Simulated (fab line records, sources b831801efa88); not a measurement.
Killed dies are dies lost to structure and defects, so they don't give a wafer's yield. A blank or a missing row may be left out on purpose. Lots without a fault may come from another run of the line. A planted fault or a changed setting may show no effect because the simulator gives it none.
fab line records | flow gf180mcu
record lots=5 wafers=15 last_day=34
route steps=602 shown HV_LDD@212 NSD@235 PSD@248
lots that met no fault: from a run of the same line without faults
start_h: hours from the record's first day to the start of the lot's first wafer shown | wait_h: hours since the lot's step before | " the same as in the row above | L1.1+2: a row that stands for several wafers | - no value, or no start given | * or withheld: withheld | < > ~ a bound
route shown NAME@n: a module of which the file shows steps, and the number in the route of the first | usual: mean/standard deviation of fault-free wafers | same: alike in all rows | chamber/n: place in a boat | sites: the reading at each site | _std_site: their standard deviation | _edge_site: outer sites' mean less inner sites' | radius_mm: how far each site lies from the wafer's centre | mask NAME#n: copy n | behind: the tool/chamber that last shaped the wafer | hold: why the lot was held/for how many hours/how that ended | device: the transistor (n, p or np) that didn't switch | end of line: the same wafers' tests at the end of the route | a step without rows: its recipe alone | killed: dies lost to structure and defects at the first sort, not the wafer's yield | map: a wafer's dies, x killed, . not, _ none there
set.NAME: the setting as run; set.NAME@STEP: as run at that earlier step | model.NAME: the simulator's own value behind a step, which no gauge read
lots at some steps of the route; a table a step, a row a wafer
services: from which hour (start_h, from the record's first day; less than 0 if before it) a tool's chamber was out of use, for how many hours, and why
## steps
# step GF_HV_LDD_IMPLANT_36
# recipe species=P energy_kev=60 dose_cm2=7.5e+12 tilt_deg=30 rotation_deg=270
# usual rotation_deg=270.01/0.08
# columns lot.wafer tool chamber start_h wait_h rotation_deg
L082.3 implanter-01 0 326.63 0.1 270.21
L082.5 " 0 " " 269.98
L082.6 " 0 " " 269.96
L081.2 implanter-03 0 326.91 0.1 270.05
L081.4 " 0 " " 270.15
L081.6 " 0 " " 270.00
L093.1 implanter-03 0 405.36 0.1 270.03
L093.4 " 0 " " 270.01
L093.5 " 0 " " 270.11
L095.1 implanter-04 0 421.31 0.1 269.95
L095.4 " 0 " " 270.16
L095.5 " 0 " " 270.10
L096.1 implanter-03 0 434.06 0.1 270.02
L096.2 " 0 " " 270.01
L096.4 " 0 " " 269.86
# step GF_HV_LDD_STRIP_37
# recipe chemistry=O2/N2 power_w=1400 pressure_mtorr=1500 platen_temp_c=250 o2_flow_sccm=3000 n2_flow_sccm=300 overash_fraction=0.5
# usual drypump_motor_current_A=5.43/0.25 heater_power_w=310/30 n2_flow_sccm=300.0/1 oes_product_au=0.716/0.0044 platen_temp_c=249.99/0.18 strip_time_to_endpoint_s=12.62/0.034
# same overash_fraction=0.5
# columns lot.wafer tool chamber start_h wait_h drypump_motor_current_A heater_power_w n2_flow_sccm oes_product_au platen_temp_c rf_hours_counter_h strip_time_to_endpoint_s
L082.3 plasma_asher-04 1 326.77 0.1 5.79 277 299.5 0.718 249.84 - 12.59
L082.5 " 0 " " 5.31 311 299.8 0.716 249.85 - 12.68
L082.6 " 1 " " 5.79 271 299.9 0.718 249.92 - 12.66
L081.2 plasma_asher-01 0 327.03 0.1 5.45 282 299.9 0.716 249.81 72 12.59
L081.4 " 1 " " 5.28 320 298.9 0.720 250.01 - 12.63
L081.6 " 0 " " 5.45 285 299.9 0.712 250.17 - 12.63
L093.1 plasma_asher-04 1 405.51 0.1 5.79 274 299.0 0.704 250.25 71 12.54
L093.4 " 0 " " 5.32 311 301.4 0.714 250.40 - 12.55
L093.5 " 0 " " 5.31 318 299.7 0.722 250.13 - 12.57
L095.1 plasma_asher-03 1 421.46 0.1 5.60 367 299.9 0.716 249.84 63 12.64
L095.4 " 0 " " 5.02 320 298.6 0.718 250.23 - 12.68
L095.5 " 1 " " 5.60 361 300.4 0.719 249.75 - 12.65
L096.1 plasma_asher-01 1 434.21 0.1 5.26 327 300.6 0.723 250.09 83 12.67
L096.2 " 0 " " 5.46 264 300.4 0.709 249.91 83 12.65
L096.4 " 1 " " 5.25 320 301.2 0.713 249.93 - 12.62
# step GF_HV_LDD_TW_MEAS_38
# usual HV_LDD_3_TW=1435/9.7
# columns lot.wafer tool chamber start_h wait_h HV_LDD_3_TW
L082.3 film_metro-02 - 326.85 0.1 1431
L082.5 " - " " 1435
L082.6 " - " " 1438
L081.2 film_metro-04 - 327.14 0.1 1458
L081.4 " - " " 1455
L081.6 " - " " 1453
L093.1 film_metro-02 - 405.61 0.1 1435
L093.4 " - " " 1434
L093.5 " - " " 1431
L095.1 film_metro-02 - 421.56 0.1 1430
L095.4 " - " " 1442
L095.5 " - " " 1435
L096.1 film_metro-04 - 434.31 0.1 1452
L096.2 " - " " 1447
L096.4 " - " " 1453
# step GF_HV_LDD_DEHYDRATE_39
# recipe temp_c=200 time_s=60
# usual heater_power_total_W=160.38/0.12
# same time_s=60
# columns lot.wafer tool chamber start_h wait_h heater_power_total_W
L082.3 litho_track-04 0 337.05 10.2 160.28
L082.5 " 0 " " 160.30
L082.6 " 0 " " 160.30
L081.2 litho_track-02 0 337.05 9.9 160.45
L081.4 " 0 " " 160.23
L081.6 " 0 " " 160.38
L093.1 litho_track-02 0 417.08 11.5 160.53
L093.4 " 0 " " 160.50
L093.5 " 0 " " 160.17
L095.1 litho_track-04 0 433.05 11.5 160.29
L095.4 " 0 " " 160.43
L095.5 " 0 " " 160.25
L096.1 litho_track-04 0 446.34 12.0 160.32
L096.2 " 0 " " 160.15
L096.4 " 0 " " 160.40
# step GF_HV_LDD_HMDS_40
# recipe prime_time_s=60 prime_temp_c=120
# same prime_time_s=60
# columns lot.wafer tool chamber start_h wait_h
L082.3+5+6 litho_track-04 0 337.20 0.1
L081.2+4+6 litho_track-02 0 337.20 0.1
L093.1+4+5 litho_track-02 0 417.23 0.1
L095.1+4+5 litho_track-04 0 433.20 0.1
L096.1+2+4 litho_track-04 0 446.49 0.1
# step GF_HV_LDD_COAT_41
# recipe resist=NOVOLAK spin_rpm=3000 resist_thk_nm=1000
# columns lot.wafer tool chamber start_h wait_h
L082.3+5+6 litho_track-04 0 337.35 0.1
L081.2+4+6 litho_track-02 0 337.35 0.1
L093.1+4+5 litho_track-02 0 417.38 0.1
L095.1+4+5 litho_track-04 0 433.35 0.1
L096.1+2+4 litho_track-04 0 446.64 0.1
# step GF_HV_LDD_SOFTBAKE_42
# recipe temp_c=90 time_s=60 resist=NOVOLAK
# usual heater_power_total_W=56.60/0.045
# same time_s=60
# columns lot.wafer tool chamber start_h wait_h heater_power_total_W
L082.3 litho_track-04 0 337.50 0.1 56.58
L082.5 " 0 " " 56.60
L082.6 " 0 " " 56.59
L081.2 litho_track-02 0 337.50 0.1 56.65
L081.4 " 0 " " 56.61
L081.6 " 0 " " 56.60
L093.1 litho_track-02 0 417.53 0.1 56.63
L093.4 " 0 " " 56.60
L093.5 " 0 " " 56.60
L095.1 litho_track-04 0 433.50 0.1 56.64
L095.4 " 0 " " 56.56
L095.5 " 0 " " 56.63
L096.1 litho_track-04 0 446.79 0.1 56.62
L096.2 " 0 " " 56.68
L096.4 " 0 " " 56.59
# step GF_HV_LDD_EXPOSE_43
# recipe mask_id=Pplus_HV_AREA target_cd_nm=400 na=0.6 source_shape=conventional sigma_outer=0.6 dose_mj=140
# columns lot.wafer tool chamber start_h wait_h mask
L082.3+5+6 iline_stepper-02 0 - - Pplus_HV_AREA#0
L081.2+4+6 iline_stepper-01 0 - - Pplus_HV_AREA#0
L093.1+4+5 iline_stepper-01 0 - - Pplus_HV_AREA#0
L095.1+4+5 iline_stepper-02 0 - - Pplus_HV_AREA#0
L096.1+2+4 iline_stepper-01 0 - - Pplus_HV_AREA#0
# step GF_HV_LDD_PEB_44
# recipe temp_c=withheld time_s=* resist=NOVOLAK
# same time_s=*
# columns lot.wafer tool chamber start_h wait_h
L082.3+5+6 litho_track-01 0 - -
L081.2+4+6 litho_track-01 0 - -
L093.1+4+5 litho_track-02 0 - -
L095.1+4+5 litho_track-01 0 - -
L096.1+2+4 litho_track-04 0 - -
# step GF_HV_LDD_DEVELOP_45
# recipe develop_time_s=60 dev_temp_c=23
# columns lot.wafer tool chamber start_h wait_h
L082.3+5+6 litho_track-01 0 348.06 0.1
L081.2+4+6 litho_track-01 0 348.33 0.1
L093.1+4+5 litho_track-02 0 429.53 0.1
L095.1+4+5 litho_track-01 0 445.41 0.1
L096.1+2+4 litho_track-04 0 458.94 0.1
# step GF_HV_LDD_CD_MEAS_46
# recipe target_cd_nm=400
# usual cd_nm=399.9/2.5
# columns lot.wafer tool chamber start_h wait_h cd_nm
L082.3 cd_sem-01 - 348.20 0.1 397.8
L082.5 " - " " 395.4
L082.6 " - " " 396.8
L081.2 cd_sem-02 - 348.48 0.1 401.2
L081.4 " - " " 402.0
L081.6 " - " " 401.9
L093.1 cd_sem-02 - 429.68 0.1 396.3
L093.4 " - " " 398.8
L093.5 " - " " 396.0
L095.1 cd_sem-02 - 445.56 0.1 399.6
L095.4 " - " " 400.2
L095.5 " - " " 399.8
L096.1 cd_sem-01 - 459.09 0.1 401.6
L096.2 " - " " 402.9
L096.4 " - " " 402.3
# step GF_HV_LDD_OVL_MEAS_47
# usual HV_LDD_03_OVL=-0.3/1.2
# columns lot.wafer tool chamber start_h wait_h HV_LDD_03_OVL[nm]
L082.3 overlay-02 - 348.29 0.1 -0.7
L082.5 " - " " -0.3
L082.6 " - " " 2.1
L081.2 overlay-02 - 348.58 0.1 -0.8
L081.4 " - " " -1.4
L081.6 " - " " -1.2
L093.1 overlay-02 - 429.80 0.1 -3.0
L093.4 " - " " -1.0
L093.5 " - " " 0.0
L095.1 overlay-01 - 445.68 0.1 0.4
L095.4 " - " " -0.6
L095.5 " - " " 0.3
L096.1 overlay-02 - 459.21 0.1 -2.6
L096.2 " - " " 0.0
L096.4 " - " " -0.2
# step GF_HV_LDD_IMPLANT_48
# recipe species=B energy_kev=25 dose_cm2=3e+13 tilt_deg=7
# columns lot.wafer tool chamber start_h wait_h
L082.3+5+6 implanter-01 0 348.36 0.1
L081.2+4+6 implanter-01 0 348.64 0.0
L093.1+4+5 implanter-03 0 429.83 0.0
L095.1+4+5 implanter-01 0 445.71 0.0
L096.1+2+4 implanter-04 0 459.25 0.0
# step GF_HV_LDD_STRIP_49
# recipe chemistry=O2/N2 power_w=1400 pressure_mtorr=1500 platen_temp_c=250 o2_flow_sccm=3000 n2_flow_sccm=300 overash_fraction=0.5
# usual drypump_motor_current_A=5.44/0.26 heater_power_w=310/31 n2_flow_sccm=300.0/0.84 oes_product_au=0.717/0.0045 platen_temp_c=250.00/0.18 strip_time_to_endpoint_s=12.62/0.031
# same overash_fraction=0.5
# columns lot.wafer tool chamber start_h wait_h drypump_motor_current_A heater_power_w n2_flow_sccm oes_product_au platen_temp_c rf_hours_counter_h strip_time_to_endpoint_s
L082.3 plasma_asher-04 1 348.50 0.1 5.76 276 300.7 0.715 250.18 - 12.60
L082.5 " 0 " " 5.31 312 300.7 0.721 249.79 - 12.62
L082.6 " 1 " " 5.78 271 300.7 0.723 249.97 - 12.61
L081.2 plasma_asher-01 1 348.76 0.1 5.26 324 299.4 0.714 249.94 74 12.65
L081.4 " 0 " " 5.45 272 300.8 0.716 250.31 - 12.65
L081.6 " 1 " " 5.25 320 298.6 0.720 249.88 - 12.62
L093.1 plasma_asher-03 0 429.98 0.1 5.01 321 298.3 0.724 249.79 64 12.64
L093.4 " 1 " " 5.57 366 300.2 0.722 250.08 - 12.66
L093.5 " 0 " " 5.02 308 298.6 0.722 249.81 - 12.62
L095.1 plasma_asher-01 1 445.86 0.1 5.25 315 299.4 0.716 249.90 84 12.66
L095.4 " 0 " " 5.48 274 300.6 0.713 250.03 - 12.69
L095.5 " 1 " " 5.24 316 300.5 0.721 250.13 - 12.66
L096.1 plasma_asher-01 1 459.40 0.1 5.28 321 300.1 0.717 249.76 86 12.58
L096.2 " 0 " " 5.46 277 299.1 0.712 250.15 86 12.58
L096.4 " 1 " " 5.28 319 300.4 0.725 250.01 - 12.57
# step GF_HV_LDD_TW_MEAS_50
# usual HV_LDD_4_TW=569/3.9
# columns lot.wafer tool chamber start_h wait_h HV_LDD_4_TW
L082.3 film_metro-02 - 348.58 0.1 571
L082.5 " - " " 573
L082.6 " - " " 570
L081.2 film_metro-03 - 348.87 0.1 566
L081.4 " - " " 569
L081.6 " - " " 567
L093.1 film_metro-02 - 430.08 0.1 570
L093.4 " - " " 567
L093.5 " - " " 569
L095.1 film_metro-03 - 445.96 0.1 563
L095.4 " - " " 563
L095.5 " - " " 563
L096.1 film_metro-04 - 459.50 0.1 574
L096.2 " - " " 578
L096.4 " - " " 572
# step GF_HV_LDD_CLEAN_51
# recipe chemistry=SC1/SC2 mix=1:4:20 temp_c=70 time_s=150 dry=n2_spin
# same time_s=150
# columns lot.wafer tool chamber start_h wait_h
L082.3+5+6 wet_bench-03 0 348.62 0.0
L081.2+4+6 wet_bench-03 2 348.92 0.0
L093.1+4+5 wet_bench-03 0 430.14 0.1
L095.1+4+5 wet_bench-04 2 446.02 0.1
L096.1+2+4 wet_bench-01 3 459.56 0.1
# step GF_HV_LDD_RTA_52
# recipe temp_c=1000 time_s=10 ambient=N2
# usual anneal_temp_c_max=1005.7/2.8 lamp_power_pct=32.9/1.9 wafer_temp_C_max=1003.0/0.71
# same time_s=10
# columns lot.wafer tool chamber start_h wait_h anneal_temp_c_max lamp_power_pct wafer_temp_C_max
L082.3 rtp_anneal-01 0 348.70 0.0 1003.1 34.7 1002.1
L082.5 " 0 " " 1003.8 34.7 1002.4
L082.6 " 0 " " 1002.0 34.6 1003.2
L081.2 rtp_anneal-02 0 348.99 0.0 1007.2 30.9 1002.3
L081.4 " 0 " " 1008.0 30.9 1003.4
L081.6 " 0 " " 1006.3 30.9 1002.9
L093.1 rtp_anneal-02 0 430.19 0.0 1006.9 30.9 1003.0
L093.4 " 0 " " 1006.7 30.9 1002.8
L093.5 " 0 " " 1006.7 30.9 1002.6
L095.1 rtp_anneal-02 0 446.08 0.0 1008.2 30.9 1003.8
L095.4 " 0 " " 1007.4 30.9 1002.6
L095.5 " 0 " " 1008.9 30.9 1004.0
L096.1 rtp_anneal-02 0 459.61 0.0 1005.5 30.9 1002.4
L096.2 " 0 " " 1007.1 30.9 1002.4
L096.4 " 0 " " 1013.0 30.9 1003.3
# step GF_HV_LDD_RS_MEAS_53
# recipe thk_meas_gauge=four-point-probe
# usual HV_LDD_RS=418.4/1.1
# columns lot.wafer tool chamber start_h wait_h HV_LDD_RS[ohm/sq]
L082.3 film_metro-04 - 348.78 0.1 417.5
L082.5 " - " " 418.1
L082.6 " - " " 418.0
L081.2 film_metro-04 - 349.06 0.1 418.3
L081.4 " - " " 418.3
L081.6 " - " " 418.1
L093.1 film_metro-04 - 430.26 0.1 416.7
L093.4 " - " " 418.6
L093.5 " - " " 417.2
L095.1 film_metro-02 - 446.14 0.1 418.3
L095.4 " - " " 418.6
L095.5 " - " " 420.5
L096.1 film_metro-02 - 459.68 0.1 419.9
L096.2 " - " " 418.9
L096.4 " - " " 421.8
# step GF_HV_LDD_CVD_54
# recipe material=SiO2 target_thk_nm=10 precursor=TEOS temp_c=680 time_s=75 pressure_mtorr=400
# same time_s=75
# columns lot.wafer tool chamber start_h wait_h
L082.3+5+6 lpcvd-02 1 348.86 0.1
L081.2+4+6 lpcvd-01 1 349.16 0.1
L093.1+4+5 lpcvd-02 1 430.38 0.1
L095.1+4+5 lpcvd-02 0 446.26 0.1
L096.1+2+4 lpcvd-02 1 459.80 0.1
# step GF_HV_LDD_THK_MEAS_55
# recipe reads=SiO2_of_HV_LDD_CVD_54
# usual HV_LDD_CVD_54_THK=9.93/0.14
# columns lot.wafer tool chamber start_h wait_h HV_LDD_CVD_54_THK[nm]
L082.3 film_metro-04 - 349.90 0.0 9.76
L082.5 " - " " 9.74
L082.6 " - " " 9.84
L081.2 film_metro-03 - 350.19 0.0 9.88
L081.4 " - " " 9.96
L081.6 " - " " 9.92
L093.1 film_metro-02 - 431.40 0.0 10.06
L093.4 " - " " 10.16
L093.5 " - " " 10.02
L095.1 film_metro-04 - 447.28 0.0 9.92
L095.4 " - " " 10.02
L095.5 " - " " 10.11
L096.1 film_metro-03 - 460.82 0.0 9.61
L096.2 " - " " 9.71
L096.4 " - " " 9.69
# step GF_HV_LDD_CVD_56
# recipe material=Si3N4 precursor=DCS/NH3 target_thk_nm=90 temp_c=770 time_s=1543 pressure_mtorr=250
# same time_s=1543
# columns lot.wafer tool chamber start_h wait_h
L082.3+5+6 lpcvd-02 1 349.94 0.0
L081.2+4+6 lpcvd-01 1 350.24 0.0
L093.1+4+5 lpcvd-01 1 431.46 0.1
L095.1+4+5 lpcvd-01 0 447.34 0.1
L096.1+2+4 lpcvd-01 0 460.88 0.1
# step GF_HV_LDD_THK_MEAS_57
# recipe reads=Si3N4_of_HV_LDD_CVD_56
# usual HV_LDD_CVD_56_THK=89.8/0.8
# columns lot.wafer tool chamber start_h wait_h HV_LDD_CVD_56_THK[nm]
L082.3 film_metro-04 - 351.39 0.0 89.1
L082.5 " - " " 88.7
L082.6 " - " " 89.5
L081.2 film_metro-02 - 351.68 0.0 89.8
L081.4 " - " " 89.7
L081.6 " - " " 88.9
L093.1 film_metro-02 - 432.89 0.0 88.1
L093.4 " - " " 89.5
L093.5 " - " " 88.6
L095.1 film_metro-03 - 448.77 0.0 88.9
L095.4 " - " " 89.1
L095.5 " - " " 88.7
L096.1 film_metro-02 - 462.31 0.0 90.6
L096.2 " - " " 91.0
L096.4 " - " " 90.6
# step GF_HV_LDD_ETCHBACK_58
# recipe chemistry=CH3F/O2 target=Si3N4 stop_on=SiO2 source_w=400 bias_w=80 pressure_mtorr=25 ch3f_flow_sccm=40 O2_flow_sccm=30 time_s=100 target_depth_a=900
# usual drypump_motor_current_A=5.8/0.53 oes_product_au=0.841/0.006 throttle_valve_pct=10.561/0.0081
# same time_s=100
# columns lot.wafer tool chamber start_h wait_h drypump_motor_current_A oes_product_au rf_hours_counter_h throttle_valve_pct
L082.3 rie_diel-04 0 351.43 0.0 6.1 0.839 50 10.584
L082.5 " 2 " " 6.1 0.841 - 10.561
L082.6 " 1 " " 4.8 0.840 - 10.561
L081.2 rie_diel-03 2 351.73 0.0 5.8 0.837 45 10.561
L081.4 " 2 " " 5.8 0.847 - 10.534
L081.6 " 3 " " 6.3 0.838 - 10.562
L093.1 rie_diel-04 0 432.95 0.1 6.1 0.831 53 10.566
L093.4 " 0 " " 6.1 0.835 - 10.547
L093.5 " 3 " " 5.4 0.828 - 10.548
L095.1 rie_diel-01 1 448.83 0.1 6.3 0.836 43 10.559
L095.4 " 3 " " 6.4 0.835 - 10.559
L095.5 " 1 " " 6.3 0.841 - 10.570
L096.1 rie_diel-01 3 462.37 0.1 6.4 0.851 8 10.559
L096.2 " 2 " " 5.4 0.849 64 10.573
L096.4 " 3 " " 6.4 0.846 - 10.560
# step GF_NSD_DEHYDRATE_00
# recipe temp_c=200 time_s=60
# usual heater_power_total_W=160.38/0.13
# same time_s=60
# columns lot.wafer tool chamber start_h wait_h heater_power_total_W
L082.3 litho_track-03 0 361.84 10.4 160.32
L082.5 " 0 " " 160.50
L082.6 " 0 " " 160.62
L081.2 litho_track-04 0 362.07 10.3 160.55
L081.4 " 0 " " 160.40
L081.6 " 0 " " 160.27
L093.1 litho_track-01 0 444.31 11.3 160.18
L093.4 " 0 " " 160.59
L093.5 " 0 " " 160.32
L095.1 litho_track-03 0 460.54 11.7 160.46
L095.4 " 0 " " 160.34
L095.5 " 0 " " 160.62
L096.1 litho_track-03 0 474.09 11.7 160.58
L096.2 " 0 " " 160.29
L096.4 " 0 " " 160.52
# step GF_NSD_HMDS_01
# recipe prime_time_s=60 prime_temp_c=120
# same prime_time_s=60
# columns lot.wafer tool chamber start_h wait_h
L082.3+5+6 litho_track-03 0 361.99 0.1
L081.2+4+6 litho_track-04 0 362.22 0.1
L093.1+4+5 litho_track-01 0 444.46 0.1
L095.1+4+5 litho_track-03 0 460.69 0.1
L096.1+2+4 litho_track-03 0 474.24 0.1
# step GF_NSD_COAT_02
# recipe resist=NOVOLAK spin_rpm=3000 resist_thk_nm=1000
# columns lot.wafer tool chamber start_h wait_h
L082.3+5+6 litho_track-03 0 362.14 0.1
L081.2+4+6 litho_track-04 0 362.37 0.1
L093.1+4+5 litho_track-01 0 444.61 0.1
L095.1+4+5 litho_track-03 0 460.84 0.1
L096.1+2+4 litho_track-03 0 474.39 0.1
# step GF_NSD_SOFTBAKE_03
# recipe temp_c=90 time_s=60 resist=NOVOLAK
# usual heater_power_total_W=56.59/0.04
# same time_s=60
# columns lot.wafer tool chamber start_h wait_h heater_power_total_W
L082.3 litho_track-03 0 362.29 0.1 56.59
L082.5 " 0 " " 56.54
L082.6 " 0 " " 56.50
L081.2 litho_track-04 0 362.52 0.1 56.60
L081.4 " 0 " " 56.59
L081.6 " 0 " " 56.54
L093.1 litho_track-01 0 444.76 0.1 56.52
L093.4 " 0 " " 56.54
L093.5 " 0 " " 56.51
L095.1 litho_track-03 0 460.99 0.1 56.57
L095.4 " 0 " " 56.52
L095.5 " 0 " " 56.63
L096.1 litho_track-03 0 474.54 0.1 56.62
L096.2 " 0 " " 56.63
L096.4 " 0 " " 56.58
# step GF_NSD_EXPOSE_04
# recipe mask_id=Nplus target_cd_nm=400 na=0.6 source_shape=conventional sigma_outer=0.6 dose_mj=140
# columns lot.wafer tool chamber start_h wait_h mask
L082.3+5+6 iline_stepper-01 0 - - Nplus#0
L081.2+4+6 iline_stepper-01 0 - - Nplus#0
L093.1+4+5 iline_stepper-01 0 - - Nplus#0
L095.1+4+5 iline_stepper-01 0 - - Nplus#0
L096.1+2+4 iline_stepper-02 0 - - Nplus#0
# step GF_NSD_PEB_05
# recipe temp_c=withheld time_s=* resist=NOVOLAK
# same time_s=*
# columns lot.wafer tool chamber start_h wait_h
L082.3+5+6 litho_track-03 0 - -
L081.2+4+6 litho_track-01 0 - -
L093.1+4+5 litho_track-04 0 - -
L095.1+4+5 litho_track-03 0 - -
L096.1+2+4 litho_track-03 0 - -
# step GF_NSD_DEVELOP_06
# recipe develop_time_s=60 dev_temp_c=23
# columns lot.wafer tool chamber start_h wait_h
L082.3+5+6 litho_track-03 0 372.89 0.1
L081.2+4+6 litho_track-01 0 372.98 0.1
L093.1+4+5 litho_track-04 0 456.59 0.1
L095.1+4+5 litho_track-03 0 473.24 0.1
L096.1+2+4 litho_track-03 0 486.24 0.1
# step GF_NSD_CD_MEAS_07
# recipe target_cd_nm=400
# usual cd_nm=399.3/2.3
# columns lot.wafer tool chamber start_h wait_h cd_nm
L082.3 cd_sem-01 - 373.03 0.1 399.1
L082.5 " - " " 400.5
L082.6 " - " " 398.5
L081.2 cd_sem-02 - 373.13 0.1 402.2
L081.4 " - " " 401.3
L081.6 " - " " 400.8
L093.1 cd_sem-01 - 456.74 0.1 399.6
L093.4 " - " " 400.7
L093.5 " - " " 399.7
L095.1 cd_sem-02 - 473.39 0.1 400.3
L095.4 " - " " 398.3
L095.5 " - " " 398.0
L096.1 cd_sem-01 - 486.39 0.1 396.9
L096.2 " - " " 397.9
L096.4 " - " " 397.0
# step GF_NSD_OVL_MEAS_08
# usual NSD_OVL=0.0/1.3
# columns lot.wafer tool chamber start_h wait_h NSD_OVL[nm]
L082.3 overlay-02 - 373.12 0.1 0.4
L082.5 " - " " 1.1
L082.6 " - " " 0.8
L081.2 overlay-01 - 373.23 0.1 -0.1
L081.4 " - " " 1.4
L081.6 " - " " -0.8
L093.1 overlay-02 - 456.86 0.1 0.6
L093.4 " - " " 0.6
L093.5 " - " " 2.3
L095.1 overlay-01 - 473.51 0.1 0.3
L095.4 " - " " -1.0
L095.5 " - " " -1.2
L096.1 overlay-02 - 486.51 0.1 0.6
L096.2 " - " " 1.4
L096.4 " - " " 0.5
# step GF_NSD_IMPLANT_09
# recipe species=As energy_kev=60 dose_cm2=4e+15 tilt_deg=7
# columns lot.wafer tool chamber start_h wait_h
L082.3+5+6 implanter-02 0 373.20 0.1
L081.2+4+6 implanter-01 0 373.29 0.0
L093.1+4+5 implanter-03 0 456.90 0.0
L095.1+4+5 implanter-03 0 473.55 0.0
L096.1+2+4 implanter-03 0 486.55 0.0
# step GF_NSD_IMPLANT_10
# recipe species=P energy_kev=40 dose_cm2=5e+14 tilt_deg=7
# columns lot.wafer tool chamber start_h wait_h
L082.3+5+6 implanter-02 0 373.35 0.1
L081.2+4+6 implanter-01 0 373.44 0.1
L093.1+4+5 implanter-03 0 457.05 0.1
L095.1+4+5 implanter-03 0 473.70 0.1
L096.1+2+4 implanter-03 0 486.70 0.1
# step GF_NSD_STRIP_11
# recipe chemistry=O2/N2 power_w=1400 pressure_mtorr=1500 platen_temp_c=250 o2_flow_sccm=3000 n2_flow_sccm=300 overash_fraction=0.5
# usual drypump_motor_current_A=5.6/0.41 heater_power_w=331/38 n2_flow_sccm=300.1/0.85 oes_product_au=0.487/0.005 platen_temp_c=250.00/0.17 strip_time_to_endpoint_s=22.97/0.036
# same overash_fraction=0.5
# columns lot.wafer tool chamber start_h wait_h drypump_motor_current_A heater_power_w n2_flow_sccm oes_product_au platen_temp_c rf_hours_counter_h strip_time_to_endpoint_s
L082.3 plasma_asher-02 1 373.48 0.1 6.2 391 301.2 0.487 250.17 - 22.97
L082.5 " 0 " " 6.1 338 300.0 0.489 249.89 - 22.91
L082.6 " 1 " " 6.2 384 301.8 0.496 250.23 - 22.96
L081.2 plasma_asher-01 1 373.56 0.1 5.3 315 300.7 0.494 250.14 77 22.93
L081.4 " 1 " " 5.3 313 299.8 0.477 249.90 - 22.97
L081.6 " 1 " " 5.3 320 298.2 0.493 249.59 - 22.97
L093.1 plasma_asher-02 1 457.20 0.1 6.2 388 299.3 0.486 250.19 34 23.02
L093.4 " 0 " " 6.1 329 299.1 0.489 250.18 - 23.02
L093.5 " 0 " " 6.1 334 301.1 0.487 249.94 - 22.98
L095.1 plasma_asher-01 1 473.85 0.1 5.3 319 300.7 0.493 250.04 88 22.91
L095.4 " 0 " " 5.4 284 300.7 0.485 249.78 - 22.98
L095.5 " 1 " " 5.3 314 300.4 0.491 249.71 - 22.95
L096.1 plasma_asher-03 1 486.85 0.1 5.6 368 299.4 0.493 249.94 71 23.02
L096.2 " 0 " " 5.0 314 300.6 0.482 250.02 71 23.04
L096.4 " 1 " " 5.5 374 300.1 0.485 249.91 - 23.04
# step GF_NSD_TW_MEAS_12
# usual NSD_TW=4273/24
# columns lot.wafer tool chamber start_h wait_h NSD_TW
L082.3 film_metro-04 - 373.57 0.1 4273
L082.5 " - " " 4281
L082.6 " - " " 4257
L081.2 film_metro-01 - 373.67 0.1 4255
L081.4 " - " " 4281
L081.6 " - " " 4262
L093.1 film_metro-04 - 457.30 0.1 4315
L093.4 " - " " 4303
L093.5 " - " " 4292
L095.1 film_metro-04 - 473.95 0.1 4287
L095.4 " - " " 4270
L095.5 " - " " 4281
L096.1 film_metro-01 - 486.95 0.1 4282
L096.2 " - " " 4294
L096.4 " - " " 4330
# step GF_PSD_DEHYDRATE_00
# recipe temp_c=200 time_s=60
# usual heater_power_total_W=160.37/0.13
# same time_s=60
# columns lot.wafer tool chamber start_h wait_h heater_power_total_W
L082.3 litho_track-02 0 384.63 11.1 160.25
L082.5 " 0 " " 160.25
L082.6 " 0 " " 160.50
L081.2 litho_track-03 0 384.92 11.2 160.29
L081.4 " 0 " " 160.18
L081.6 " 0 " " 160.33
L093.1 litho_track-03 0 469.04 11.7 160.35
L093.4 " 0 " " 160.48
L093.5 " 0 " " 160.15
L095.1 litho_track-04 0 485.44 11.5 160.21
L095.4 " 0 " " 160.40
L095.5 " 0 " " 160.60
L096.1 litho_track-02 0 498.53 11.6 160.47
L096.2 " 0 " " 160.43
L096.4 " 0 " " 160.36
# step GF_PSD_HMDS_01
# recipe prime_time_s=60 prime_temp_c=120
# same prime_time_s=60
# columns lot.wafer tool chamber start_h wait_h
L082.3+5+6 litho_track-02 0 384.78 0.1
L081.2+4+6 litho_track-03 0 385.07 0.1
L093.1+4+5 litho_track-03 0 469.19 0.1
L095.1+4+5 litho_track-04 0 485.59 0.1
L096.1+2+4 litho_track-02 0 498.68 0.1
# step GF_PSD_COAT_02
# recipe resist=NOVOLAK spin_rpm=3000 resist_thk_nm=1000
# columns lot.wafer tool chamber start_h wait_h
L082.3+5+6 litho_track-02 0 384.93 0.1
L081.2+4+6 litho_track-03 0 385.22 0.1
L093.1+4+5 litho_track-03 0 469.34 0.1
L095.1+4+5 litho_track-04 0 485.74 0.1
L096.1+2+4 litho_track-02 0 498.83 0.1
# step GF_PSD_SOFTBAKE_03
# recipe temp_c=90 time_s=60 resist=NOVOLAK
# usual heater_power_total_W=56.60/0.046
# same time_s=60
# columns lot.wafer tool chamber start_h wait_h heater_power_total_W
L082.3 litho_track-02 0 385.08 0.1 56.66
L082.5 " 0 " " 56.67
L082.6 " 0 " " 56.56
L081.2 litho_track-03 0 385.37 0.1 56.57
L081.4 " 0 " " 56.58
L081.6 " 0 " " 56.62
L093.1 litho_track-03 0 469.49 0.1 56.63
L093.4 " 0 " " 56.55
L093.5 " 0 " " 56.54
L095.1 litho_track-04 0 485.89 0.1 56.64
L095.4 " 0 " " 56.58
L095.5 " 0 " " 56.53
L096.1 litho_track-02 0 498.98 0.1 56.65
L096.2 " 0 " " 56.57
L096.4 " 0 " " 56.57
## services
# columns tool chamber start_h hours kind
implanter-02 - 325.40 4.2 pm
implanter-01 - 332.15 9.0 repair
lpcvd-01 - 336.36 0.6 repair
implanter-04 - 340.71 5.4 repair
iline_stepper-02 - 344.11 2.1 pm
implanter-03 - 347.50 5.3 pm
implanter-04 - 356.37 3.9 repair
implanter-04 - 371.63 2.6 repair
implanter-03 - 374.93 17.4 pm
iline_stepper-01 - 382.70 8.9 pm
implanter-04 - 395.10 4.0 repair
iline_stepper-01 - 398.45 4.0 repair
iline_stepper-01 - 409.50 2.0 repair
lpcvd-02 - 410.67 1.1 repair
plasma_asher-01 - 413.60 2.9 repair
plasma_asher-04 - 421.25 9.0 pm
implanter-03 - 425.70 2.2 pm
implanter-01 - 450.12 0.6 repair
iline_stepper-01 - 451.82 1.7 pm
implanter-01 - 457.38 2.3 repair
implanter-03 - 458.98 3.8 repair
implanter-01 - 462.12 3.3 pm
plasma_asher-03 - 463.16 0.7 repair
implanter-03 - 482.96 1.7 repair
## key
fault none
